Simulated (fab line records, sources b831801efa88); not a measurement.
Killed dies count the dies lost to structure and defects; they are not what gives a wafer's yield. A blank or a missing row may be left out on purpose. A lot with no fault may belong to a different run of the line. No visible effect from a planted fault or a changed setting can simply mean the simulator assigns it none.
fab line records	flow sky130
[record] lots = 13	wafers = 39	lastDay = 50
route steps=708 shown SONOS_ONO@182 POLY_GATE@229 LDD_N@241 PAD_OPEN@708
lots with no fault: from the same line, run without faults
startH: start of the lot's first displayed wafer, in hours after the record's first day	waitH: hours from the lot's prior step to this one	" the same as in the row above	L1.1+2: one row covering several wafers at once	- no value, or no start was given	* or withheld: withheld	< > ~ a bound
route shown NAME@n: names a module that has steps shown in the file, with the first one's number in the route	usual: mean/standard deviation of fault-free wafers	same: alike in all rows	chamber/n: place in a boat	sites: per-site readings	_std_site: how widely they spread, as a standard deviation	_edge_site: outer sites' mean less inner sites'	radiusMm: for every site, how far away it sits from the centre of the wafer	mask NAME#n: copy n	behind: the tool/chamber that last shaped the wafer	hold: what put the lot on hold/how long, in hours/how the hold closed	device: the transistor (n, p or np) that didn't switch	end of line: at the end of the route, the tests of the same wafers	a step with no rows: only its recipe	killed: dies that structure and defects cost at the first sort, which is not the same as the wafer's yield	map: a wafer's dies, marking killed ones x, the rest . and places with no die _
set.NAME: the setting that was run; set.NAME@STEP: the one run at that earlier step	model.NAME: the simulator's own value behind a step, which no gauge read
steps of the route over a sample of lots; a table a step, a row a wafer
services: when a tool's chamber went out of use (startH, in hours from the record's first day, below 0 if earlier), for how many hours, and the reason
[[steps]]
[step SKY_SONOS_ONO_OVL_MEAS_14]
[usual] SONOS_ONO_OVL = 0.2/1.5
lot.wafer	tool	chamber	startH	waitH	SONOS_ONO_OVL[nm]
L824.2	overlay-01	-	277.14	0.1	-0.8
L824.3	"	-	"	"	-1.7
L824.6	"	-	"	"	-2.5
L827.3	overlay-02	-	309.77	0.1	-1.4
L827.4	"	-	"	"	-1.6
L827.5	"	-	"	"	-1.0
L828.1	overlay-02	-	328.23	0.1	0.3
L828.2	"	-	"	"	0.8
L828.5	"	-	"	"	0.3
L830.1	overlay-01	-	359.64	0.1	-0.6
L830.4	"	-	"	"	-3.1
L830.6	"	-	"	"	0.8
L832.1	overlay-02	-	360.29	0.1	2.5
L832.2	"	-	"	"	3.9
L832.5	"	-	"	"	3.9
L831.1	overlay-01	-	360.41	0.1	0.0
L831.2	"	-	"	"	0.6
L831.4	"	-	"	"	1.3
L838.1	overlay-01	-	395.61	0.1	-0.2
L838.2	"	-	"	"	-0.6
L838.4	"	-	"	"	-1.1
L841.1	overlay-02	-	421.43	0.1	0.0
L841.3	"	-	"	"	0.0
L841.5	"	-	"	"	-0.6
L842.2	overlay-01	-	423.96	0.1	1.6
L842.4	"	-	"	"	-0.4
L842.5	"	-	"	"	-0.5
L843.1	overlay-01	-	438.46	0.1	0.3
L843.2	"	-	"	"	1.4
L843.3	"	-	"	"	0.0
L844.2	overlay-02	-	441.66	0.1	-0.3
L844.4	"	-	"	"	1.3
L844.5	"	-	"	"	-0.4
L846.1	overlay-02	-	486.04	0.1	0.4
L846.3	"	-	"	"	-1.1
L846.5	"	-	"	"	-0.2
L847.1	overlay-01	-	486.34	0.1	1.4
L847.3	"	-	"	"	0.8
L847.4	"	-	"	"	0.0
[step SKY_POLY_GATE_ETCH_15]
[recipe] chemistry = N2/H2	target = BARC	ionEnergyEv = 200	sourceW = 500	biasW = 100	pressureMtorr = 30	n2FlowSccm = 100	h2FlowSccm = 200	stopOn = SiO2	timeS = 118.5	targetDepthA = 1100
[usual] drypumpMotorCurrentA = 5.6/0.5	oesProductAu = 0.716/0.0048	rfFwdPowerW = 497.6/1.8	throttleValvePct = 13.213/0.0093
lot.wafer	tool	chamber	startH	waitH	drypumpMotorCurrentA	oesProductAu	rfFwdPowerW	rfHoursCounterH	throttleValvePct
L824.2	rieDiel-03	3	367.37	0.0	6.2	0.719	494.5	25	13.216
L824.3	"	0	"	"	5.6	0.704	497.2	28	13.223
L824.6	"	2	"	"	5.8	0.706	496.3	-	13.205
L827.3	rieDiel-03	1	399.61	0.1	5.1	0.716	499.2	-	13.215
L827.4	"	0	"	"	5.7	0.719	496.1	-	13.235
L827.5	"	1	"	"	5.2	0.716	500.2	-	13.211
L828.1	rieDiel-04	2	419.21	0.0	6.4	0.717	497.0	6	13.216
L828.2	"	1	"	"	5.6	0.716	497.7	99	13.217
L828.5	"	1	"	"	5.6	0.721	498.8	-	13.208
L832.1	rieDiel-03	2	487.96	0.0	5.8	0.720	494.5	4	13.211
L832.2	"	3	"	"	6.2	0.711	494.9	27	13.213
L832.5	"	0	"	"	5.6	0.720	498.9	-	13.211
L830.1	rieDiel-02	1	488.31	0.0	5.5	0.716	497.7	3	13.213
L830.4	"	3	"	"	5.8	0.720	495.7	-	13.200
L830.6	"	1	"	"	5.5	0.715	499.4	-	13.201
L831.1	rieDiel-03	3	488.43	0.0	6.2	0.716	498.4	28	13.215
L831.2	"	2	"	"	5.8	0.714	495.6	4	13.213
L831.4	"	1	"	"	5.2	0.718	499.5	4	13.213
L838.1	rieDiel-02	3	493.52	0.0	5.8	0.720	494.9	7	13.215
L838.2	"	2	"	"	4.8	0.709	498.2	8	13.211
L838.4	"	1	"	"	5.5	0.715	498.6	-	13.225
L841.1	rieDiel-03	2	518.62	0.0	5.8	0.708	497.7	5	13.202
L841.3	"	3	"	"	6.1	0.717	493.7	28	13.205
L841.5	"	1	"	"	5.1	0.710	497.8	-	13.225
L842.2	rieDiel-03	3	519.57	0.0	6.2	0.720	493.8	28	13.224
L842.4	"	1	"	"	5.2	0.712	496.8	5	13.213
L842.5	"	1	"	"	5.2	0.718	497.6	-	13.194
L843.1	rieDiel-02	2	533.02	0.0	4.8	0.717	498.4	9	13.211
L843.2	"	3	"	"	5.8	0.716	498.1	8	13.214
L843.3	"	1	"	"	5.6	0.717	501.1	5	13.215
L844.2	rieDiel-03	3	537.07	0.0	6.1	0.715	493.9	29	13.208
L844.4	"	0	"	"	5.6	0.713	497.2	31	13.205
L844.5	"	1	"	"	5.2	0.712	498.1	-	13.201
L847.1	rieDiel-02	0	584.11	0.0	6.6	0.716	499.7	4	13.223
L847.3	"	2	"	"	4.8	0.718	499.2	10	13.218
L847.4	"	1	"	"	5.5	0.713	499.8	6	13.204
L846.1	rieDiel-04	1	584.53	0.0	5.6	0.722	498.9	2	13.215
L846.3	"	3	"	"	5.3	0.722	496.5	9	13.204
L846.5	"	1	"	"	5.6	0.713	500.9	-	13.215
[step SKY_LDD_N_EXPOSE_04]
[recipe] maskId = NTM	targetCdNm = 840	na = 0.6	sourceShape = conventional	sigmaOuter = 0.6	doseMj = 110
lot.wafer	tool	chamber	startH	waitH	mask
L824.2+3+6	ilineStepper-02	0	386.58	-	NTM#0
L827.3+4+5	ilineStepper-01	0	417.68	-	NTM#0
L828.1+2+5	ilineStepper-01	0	436.40	-	NTM#0
L832.1+2+5	ilineStepper-02	0	505.34	-	NTM#0
L830.1+4+6	ilineStepper-01	0	505.59	-	NTM_R1#0
L831.1+2+4	ilineStepper-01	0	506.18	-	NTM#0
L838.1+2+4	ilineStepper-02	0	511.36	-	NTM#0
L841.1+3+5	ilineStepper-01	0	533.84	-	NTM#0
L842.2+4+5	ilineStepper-01	0	535.93	-	NTM#0
L843.1+2+3	ilineStepper-02	0	551.79	-	NTM#0
L844.2+4+5	ilineStepper-01	0	554.26	-	NTM#0
L847.1+3+4	ilineStepper-02	0	600.57	-	NTM#0
L846.1+3+5	ilineStepper-01	0	601.74	-	NTM#0
[step SKY_LDD_N_OVL_MEAS_07]
[usual] LDD_N_OVL = 0.3/1.2
lot.wafer	tool	chamber	startH	waitH	LDD_N_OVL[nm]
L824.2	overlay-01	-	401.37	0.1	0.7
L824.3	"	-	"	"	1.8
L824.6	"	-	"	"	-0.4
L827.3	overlay-01	-	432.67	0.1	1.2
L827.4	"	-	"	"	1.2
L827.5	"	-	"	"	3.2
L828.1	overlay-02	-	450.09	0.1	-0.4
L828.2	"	-	"	"	1.6
L828.5	"	-	"	"	0.1
L832.1	overlay-01	-	520.96	0.1	2.5
L832.2	"	-	"	"	1.1
L832.5	"	-	"	"	-0.2
L830.1	overlay-01	-	521.26	0.1	-0.8
L830.4	"	-	"	"	1.3
L830.6	"	-	"	"	-0.9
L831.1	overlay-01	-	521.54	0.1	-0.3
L831.2	"	-	"	"	-0.8
L831.4	"	-	"	"	1.8
L838.1	overlay-02	-	525.79	0.1	3.5
L838.2	"	-	"	"	0.9
L838.4	"	-	"	"	2.4
L841.1	overlay-01	-	549.59	0.1	-0.4
L841.3	"	-	"	"	2.0
L841.5	"	-	"	"	-1.3
L842.2	overlay-01	-	551.79	0.1	1.6
L842.4	"	-	"	"	-0.4
L842.5	"	-	"	"	2.2
L843.1	overlay-01	-	565.01	0.1	-0.6
L843.2	"	-	"	"	-0.3
L843.3	"	-	"	"	0.7
L844.2	overlay-01	-	568.72	0.1	-0.2
L844.4	"	-	"	"	0.4
L844.5	"	-	"	"	-1.1
L847.1	overlay-01	-	615.06	0.1	-0.7
L847.3	"	-	"	"	0.2
L847.4	"	-	"	"	1.0
L846.1	overlay-01	-	615.66	0.1	1.6
L846.3	"	-	"	"	0.5
L846.5	"	-	"	"	1.0
[step SKY_PAD_OPEN_PROBE_99]
[usual] killed_at_M0_to_M3 = 43/7.3	killed_at_M4_up = 3.5/2.2	killedAtContacts = 24/5.3	killedAtFrontEnd = 15/4.2	killedAtOther = 0.3/0.67	killedDies = 86/9.8	killedOpen = 47/7.2	killedShort = 39/6.5
[same] grossDies = 492	killedAtBackSide = 0
lot.wafer	tool	chamber	startH	waitH	killed_at_M0_to_M3	killed_at_M4_up	killedAtContacts	killedAtFrontEnd	killedAtOther	killedDies	killedOpen	killedShort
L824.2	prober-01	-	1072.65	0.1	36	4	31	17	0	88	45	43
L824.3	prober-01	-	1072.70	0.2	45	2	36	17	0	100	60	40
L824.6	prober-01	-	1072.85	0.2	46	4	36	16	1	103	56	47
L827.3	prober-02	-	1095.19	0.2	51	2	24	16	0	93	53	40
L827.4	prober-02	-	1095.24	0.2	47	2	22	13	0	84	50	31
L827.5	prober-02	-	1095.29	0.2	46	1	35	16	0	98	61	37
L828.1	prober-01	-	1107.47	0.1	46	0	30	13	0	89	46	43
L828.2	prober-01	-	1107.52	0.1	34	2	29	18	0	83	50	31
L828.5	prober-01	-	1107.67	0.2	41	3	31	12	0	87	42	45
L832.1	prober-02	-	1150.50	0.1	46	2	27	17	1	93	56	37
L832.2	prober-02	-	1150.55	0.1	24	4	25	19	0	72	41	31
L832.5	prober-02	-	1150.70	0.2	43	4	26	15	0	88	47	41
L830.1	prober-01	-	1152.61	0.1	38	1	34	13	2	88	48	36
L830.4	prober-01	-	1152.76	0.2	46	3	23	21	3	96	51	45
L830.6	prober-01	-	1152.86	0.2	39	2	19	23	2	85	44	40
L831.1	prober-01	-	1155.61	0.1	41	5	19	18	0	83	48	35
L831.2	prober-01	-	1155.66	0.1	50	3	21	12	0	86	47	39
L831.4	prober-01	-	1155.76	0.2	39	2	19	7	0	67	29	38
L838.1	prober-02	-	1160.41	0.4	37	2	28	14	1	82	45	37
L838.2	prober-02	-	1160.46	0.4	30	1	25	12	0	68	39	29
L838.4	prober-02	-	1160.56	0.5	34	3	24	17	0	78	41	36
L841.1	prober-02	-	1169.90	0.1	43	2	23	15	0	83	46	36
L841.3	prober-02	-	1170.00	0.2	33	6	17	17	1	74	30	44
L841.5	prober-02	-	1170.10	0.2	47	2	31	18	0	98	59	38
L842.2	prober-01	-	1171.45	0.1	32	2	19	13	0	66	39	26
L842.4	prober-01	-	1171.55	0.2	46	0	24	11	0	81	47	34
L842.5	prober-01	-	1171.60	0.2	35	1	25	19	1	81	46	35
L843.1	prober-02	-	1178.90	0.1	59	6	15	12	0	92	43	49
L843.2	prober-02	-	1178.95	0.1	43	7	23	11	0	84	41	43
L843.3	prober-02	-	1179.00	0.2	62	4	28	20	0	114	70	44
L844.2	prober-01	-	1181.31	0.1	54	4	32	17	0	107	61	46
L844.4	prober-01	-	1181.41	0.2	38	1	28	17	0	84	57	27
L844.5	prober-01	-	1181.46	0.2	43	3	23	10	0	79	41	38
L846.3	prober-02	-	1205.74	0.2	41	3	13	11	1	69	31	36
L846.5	prober-02	-	1205.84	0.2	39	1	17	21	0	78	44	33
L847.1	prober-01	-	1207.04	0.1	47	2	30	22	0	101	53	44
L847.3	prober-01	-	1207.14	0.2	45	0	26	18	0	89	39	50
L847.4	prober-01	-	1207.19	0.2	51	4	20	19	0	94	47	47
// killed by level:class
L824.2 CONTACT:geometricParticle:open=8 LI_CONTACT:geometricParticle:open=7 METAL1:geometricParticle:short=7 VIA1:geometricParticle:open=7 VIA3:geometricParticle:open=7 FIELD_ISO:geometricParticle:short=6 LOCAL_INTERCONNECT:geometricParticle:short=6 CONTACT:geometricParticle:short=6
L824.3 LI_CONTACT:geometricParticle:open=17 VIA3:geometricParticle:open=10 CONTACT:geometricParticle:open=9 METAL2:geometricParticle:short=7 VIA1:geometricParticle:open=6 VIA1:geometricParticle:short=6 FIELD_ISO:geometricParticle:open=5 CONTACT:geometricParticle:short=5
L824.6 VIA1:geometricParticle:open=12 LI_CONTACT:geometricParticle:open=11 CONTACT:geometricParticle:open=10 CONTACT:geometricParticle:short=10 METAL2:geometricParticle:short=8 FIELD_ISO:geometricParticle:short=6 VIA3:geometricParticle:open=6 VIA1:geometricParticle:short=5
L827.3 VIA1:geometricParticle:open=10 CONTACT:geometricParticle:open=9 VIA2:geometricParticle:open=8 VIA2:geometricParticle:short=8 VIA3:geometricParticle:open=7 LOCAL_INTERCONNECT:geometricParticle:short=7 FIELD_ISO:geometricParticle:open=6 VIA1:geometricParticle:short=5
L827.4 VIA1:geometricParticle:open=10 LI_CONTACT:geometricParticle:open=9 CONTACT:geometricParticle:open=8 VIA2:geometricParticle:open=7 VIA1:geometricParticle:short=6 VIA3:geometricParticle:open=5 POLY_GATE:geometricParticle:short=4 METAL2:geometricParticle:short=4
L827.5 VIA1:geometricParticle:open=14 CONTACT:geometricParticle:open=11 VIA3:geometricParticle:open=11 LI_CONTACT:geometricParticle:open=9 VIA2:geometricParticle:open=8 FIELD_ISO:geometricParticle:short=6 LI_CONTACT:geometricParticle:short=6 LOCAL_INTERCONNECT:geometricParticle:short=5
L828.1 CONTACT:geometricParticle:open=15 VIA1:geometricParticle:open=9 VIA1:geometricParticle:short=8 LI_CONTACT:geometricParticle:open=7 FIELD_ISO:geometricParticle:short=6 METAL1:geometricParticle:short=6 LOCAL_INTERCONNECT:geometricParticle:short=5 VIA3:geometricParticle:short=5
L828.2 CONTACT:geometricParticle:open=16 VIA1:geometricParticle:open=10 VIA2:geometricParticle:open=7 POLY_GATE:geometricParticle:short=6 LI_CONTACT:geometricParticle:open=5 LOCAL_INTERCONNECT:geometricParticle:short=4 VIA2:geometricParticle:short=4 VIA3:geometricParticle:open=4
L828.5 CONTACT:geometricParticle:open=11 VIA1:geometricParticle:short=8 LI_CONTACT:geometricParticle:open=7 VIA1:geometricParticle:open=6 POLY_GATE:geometricParticle:short=6 CONTACT:geometricParticle:short=6 METAL1:geometricParticle:short=5 VIA3:geometricParticle:open=5
L832.1 VIA1:geometricParticle:open=13 VIA3:geometricParticle:open=10 CONTACT:geometricParticle:open=9 CONTACT:geometricParticle:short=7 FIELD_ISO:geometricParticle:open=6 FIELD_ISO:geometricParticle:short=6 LI_CONTACT:geometricParticle:open=6 METAL2:geometricParticle:short=5
L832.2 CONTACT:geometricParticle:open=10 LI_CONTACT:geometricParticle:open=8 FIELD_ISO:geometricParticle:short=7 FIELD_ISO:geometricParticle:open=5 POLY_GATE:geometricParticle:open=4 LOCAL_INTERCONNECT:geometricParticle:short=3 METAL1:geometricParticle:short=3 VIA1:geometricParticle:open=3
L832.5 VIA1:geometricParticle:open=13 CONTACT:geometricParticle:open=11 FIELD_ISO:geometricParticle:short=7 LI_CONTACT:geometricParticle:open=7 VIA2:geometricParticle:open=6 METAL2:geometricParticle:short=5 VIA3:geometricParticle:open=5 FIELD_ISO:geometricParticle:open=4
L830.1 CONTACT:geometricParticle:open=14 LI_CONTACT:geometricParticle:open=9 VIA1:geometricParticle:open=7 LOCAL_INTERCONNECT:geometricParticle:short=5 VIA1:geometricParticle:short=5 METAL2:geometricParticle:short=5 VIA2:geometricParticle:open=5 VIA2:geometricParticle:short=5
L830.4 CONTACT:geometricParticle:open=9 VIA3:geometricParticle:open=8 VIA1:geometricParticle:open=8 VIA1:geometricParticle:short=7 FIELD_ISO:geometricParticle:open=5 FIELD_ISO:geometricParticle:short=5 METAL1:geometricParticle:short=5 CONTACT:geometricParticle:short=4
L830.6 CONTACT:geometricParticle:open=10 FIELD_ISO:geometricParticle:open=6 LOCAL_INTERCONNECT:geometricParticle:short=5 METAL1:geometricParticle:short=5 VIA1:geometricParticle:open=5 VIA3:geometricParticle:open=5 METAL3:geometricParticle:short=5 POLY_GATE:geometricParticle:open=4
L831.1 VIA1:geometricParticle:open=16 FIELD_ISO:geometricParticle:short=9 VIA2:geometricParticle:open=8 CONTACT:geometricParticle:open=5 LI_CONTACT:geometricParticle:open=5 METAL4:geometricParticle:short=5 METAL2:geometricParticle:short=4 LOCAL_INTERCONNECT:geometricParticle:open=3
L831.2 VIA1:geometricParticle:open=13 LOCAL_INTERCONNECT:geometricParticle:short=8 VIA2:geometricParticle:open=6 VIA2:geometricParticle:short=5 LI_CONTACT:geometricParticle:open=5 VIA3:geometricParticle:open=5 CONTACT:geometricParticle:open=4 VIA1:geometricParticle:short=4
L831.4 METAL2:geometricParticle:short=10 VIA1:geometricParticle:open=7 CONTACT:geometricParticle:open=6 LOCAL_INTERCONNECT:geometricParticle:short=4 VIA1:geometricParticle:short=4 VIA2:geometricParticle:open=4 METAL3:geometricParticle:short=4 LI_CONTACT:geometricParticle:open=3
L838.1 VIA1:geometricParticle:open=11 CONTACT:geometricParticle:open=9 CONTACT:geometricParticle:short=8 METAL2:geometricParticle:short=7 FIELD_ISO:geometricParticle:open=5 POLY_GATE:geometricParticle:open=4 LOCAL_INTERCONNECT:geometricParticle:short=4 VIA2:geometricParticle:open=4
L838.2 CONTACT:geometricParticle:open=10 VIA1:geometricParticle:open=10 VIA2:geometricParticle:open=10 FIELD_ISO:geometricParticle:short=4 LI_CONTACT:geometricParticle:open=4 LI_CONTACT:geometricParticle:short=4 LOCAL_INTERCONNECT:geometricParticle:short=4 CONTACT:geometricParticle:short=3
L838.4 LI_CONTACT:geometricParticle:open=8 VIA3:geometricParticle:open=7 CONTACT:geometricParticle:open=7 FIELD_ISO:geometricParticle:open=6 VIA1:geometricParticle:open=6 CONTACT:geometricParticle:short=5 VIA2:geometricParticle:short=5 LOCAL_INTERCONNECT:geometricParticle:short=4
L841.1 VIA1:geometricParticle:open=9 VIA2:geometricParticle:open=6 LI_CONTACT:geometricParticle:open=6 LOCAL_INTERCONNECT:geometricParticle:short=6 VIA3:geometricParticle:short=6 VIA3:geometricParticle:open=6 CONTACT:geometricParticle:open=5 METAL1:geometricParticle:short=5
L841.3 METAL3:geometricParticle:short=9 POLY_GATE:geometricParticle:open=7 METAL4:geometricParticle:short=6 METAL2:geometricParticle:short=5 CONTACT:geometricParticle:open=5 CONTACT:geometricParticle:short=5 VIA1:geometricParticle:open=5 VIA2:geometricParticle:open=3
L841.5 CONTACT:geometricParticle:open=15 LI_CONTACT:geometricParticle:open=9 METAL1:geometricParticle:short=8 VIA2:geometricParticle:open=8 VIA1:geometricParticle:short=7 VIA1:geometricParticle:open=6 VIA3:geometricParticle:open=6 POLY_GATE:geometricParticle:open=5
L842.2 VIA1:geometricParticle:open=10 VIA3:geometricParticle:open=7 CONTACT:geometricParticle:short=6 VIA2:geometricParticle:open=6 FIELD_ISO:geometricParticle:open=4 LI_CONTACT:geometricParticle:open=4 LI_CONTACT:geometricParticle:short=3 LOCAL_INTERCONNECT:geometricParticle:short=3
L842.4 VIA1:geometricParticle:open=10 CONTACT:geometricParticle:open=8 VIA1:geometricParticle:short=7 LI_CONTACT:geometricParticle:open=7 VIA2:geometricParticle:open=6 FIELD_ISO:geometricParticle:open=5 VIA3:geometricParticle:open=5 LOCAL_INTERCONNECT:geometricParticle:short=4
L842.5 CONTACT:geometricParticle:open=11 VIA3:geometricParticle:open=8 METAL2:geometricParticle:short=7 FIELD_ISO:geometricParticle:open=6 CONTACT:geometricParticle:short=6 POLY_GATE:geometricParticle:short=5 LI_CONTACT:geometricParticle:open=5 VIA1:geometricParticle:open=5
L843.1 VIA1:geometricParticle:short=14 VIA2:geometricParticle:open=9 VIA1:geometricParticle:open=9 VIA3:geometricParticle:open=9 CONTACT:geometricParticle:open=7 METAL4:geometricParticle:short=5 VIA2:geometricParticle:short=5 FIELD_ISO:geometricParticle:short=4
L843.2 VIA1:geometricParticle:open=11 LI_CONTACT:geometricParticle:open=8 METAL2:geometricParticle:short=7 CONTACT:geometricParticle:open=6 METAL4:geometricParticle:short=6 CONTACT:geometricParticle:short=5 VIA1:geometricParticle:short=5 METAL1:geometricParticle:short=4
L843.3 VIA1:geometricParticle:open=15 CONTACT:geometricParticle:open=12 VIA2:geometricParticle:open=10 FIELD_ISO:geometricParticle:open=7 LI_CONTACT:geometricParticle:open=7 METAL2:geometricParticle:short=7 VIA3:geometricParticle:open=7 METAL1:geometricParticle:short=7
L844.2 VIA1:geometricParticle:open=11 CONTACT:geometricParticle:open=10 VIA2:geometricParticle:open=10 FIELD_ISO:geometricParticle:open=8 LI_CONTACT:geometricParticle:open=8 METAL2:geometricParticle:short=8 METAL3:geometricParticle:short=6 VIA3:geometricParticle:open=6
L844.4 CONTACT:geometricParticle:open=13 VIA1:geometricParticle:open=11 LI_CONTACT:geometricParticle:open=8 VIA3:geometricParticle:open=6 FIELD_ISO:geometricParticle:short=4 FIELD_ISO:geometricParticle:open=4 METAL2:geometricParticle:short=4 VIA2:geometricParticle:open=4
L844.5 VIA1:geometricParticle:open=9 VIA1:geometricParticle:short=7 LI_CONTACT:geometricParticle:open=7 CONTACT:geometricParticle:short=7 CONTACT:geometricParticle:open=6 METAL2:geometricParticle:short=5 VIA2:geometricParticle:open=5 VIA3:geometricParticle:short=4
L846.3 VIA1:geometricParticle:open=7 VIA1:geometricParticle:short=6 CONTACT:geometricParticle:open=5 METAL1:geometricParticle:short=5 VIA2:geometricParticle:short=5 METAL2:geometricParticle:short=4 VIA2:geometricParticle:open=4 VIA3:geometricParticle:open=4
L846.5 VIA2:geometricParticle:open=8 VIA1:geometricParticle:open=8 LI_CONTACT:geometricParticle:open=7 POLY_GATE:geometricParticle:short=6 FIELD_ISO:geometricParticle:open=5 METAL2:geometricParticle:short=5 VIA3:geometricParticle:open=4 CONTACT:geometricParticle:open=4
L847.1 CONTACT:geometricParticle:open=14 VIA1:geometricParticle:open=12 LI_CONTACT:geometricParticle:open=7 VIA3:geometricParticle:open=7 METAL1:geometricParticle:short=6 FIELD_ISO:geometricParticle:short=5 VIA1:geometricParticle:short=5 METAL2:geometricParticle:short=5
L847.3 CONTACT:geometricParticle:open=11 VIA1:geometricParticle:open=11 FIELD_ISO:geometricParticle:short=9 METAL2:geometricParticle:short=9 METAL1:geometricParticle:short=7 VIA2:geometricParticle:short=6 VIA2:geometricParticle:open=5 LI_CONTACT:geometricParticle:short=4
L847.4 VIA1:geometricParticle:open=10 VIA2:geometricParticle:open=10 FIELD_ISO:geometricParticle:short=8 CONTACT:geometricParticle:open=7 LI_CONTACT:geometricParticle:open=7 VIA3:geometricParticle:open=6 POLY_GATE:geometricParticle:short=6 METAL2:geometricParticle:short=5
[[services]]
tool	chamber	startH	hours	kind
ilineStepper-02	0	345.60	-	calibration
rieDiel-04	-	364.20	1.4	repair
rieDiel-03	3	381.92	19.6	repair
rieDiel-03	2	393.09	8.3	repair
rieDiel-03	0	417.91	13.0	repair
ilineStepper-02	-	427.11	1.7	pm
rieDiel-04	1	441.46	9.2	repair
rieDiel-04	1	465.36	-	clean
rieDiel-04	1	465.36	16.1	scheduledDown
rieDiel-04	1	465.36	16.1	ventCycle
rieDiel-02	0	468.96	36.3	repair
ilineStepper-01	-	498.01	1.7	pm
ilineStepper-01	0	504.96	-	calibration
ilineStepper-02	0	557.08	-	calibration
ilineStepper-01	-	587.43	8.9	pm
rieDiel-04	3	598.59	4.0	repair
[[key]]
[firstSign] step = SKY_LDD_N_EXPOSE_04	reading = mask	direction = changed
effect none on later readings
metAt SKY_LDD_N_EXPOSE_04
struckLots L830
testerLeftOut L830
notActingAt SKY_SONOS_ONO_OVL_MEAS_14,SKY_POLY_GATE_ETCH_15,SKY_LDD_N_OVL_MEAS_07
onsetBetween 436.40 505.59
[fault] kind = wrongMask	tool = any	chamber = -	onsetH = 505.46	steps = SKY_LDD_N_EXPOSE_04	auxCopy = NTM_R1#0	cdOffsetNm = -168	scope = struckLotsOnly
// testerLeftOut: of these lots the tester's yield and bins aren't shown, on N5 and GAA mostly nor the transistor test; their killed dies are dies lost to structure and defects alone, not to doping, threshold or leakage, so they don't give the yield
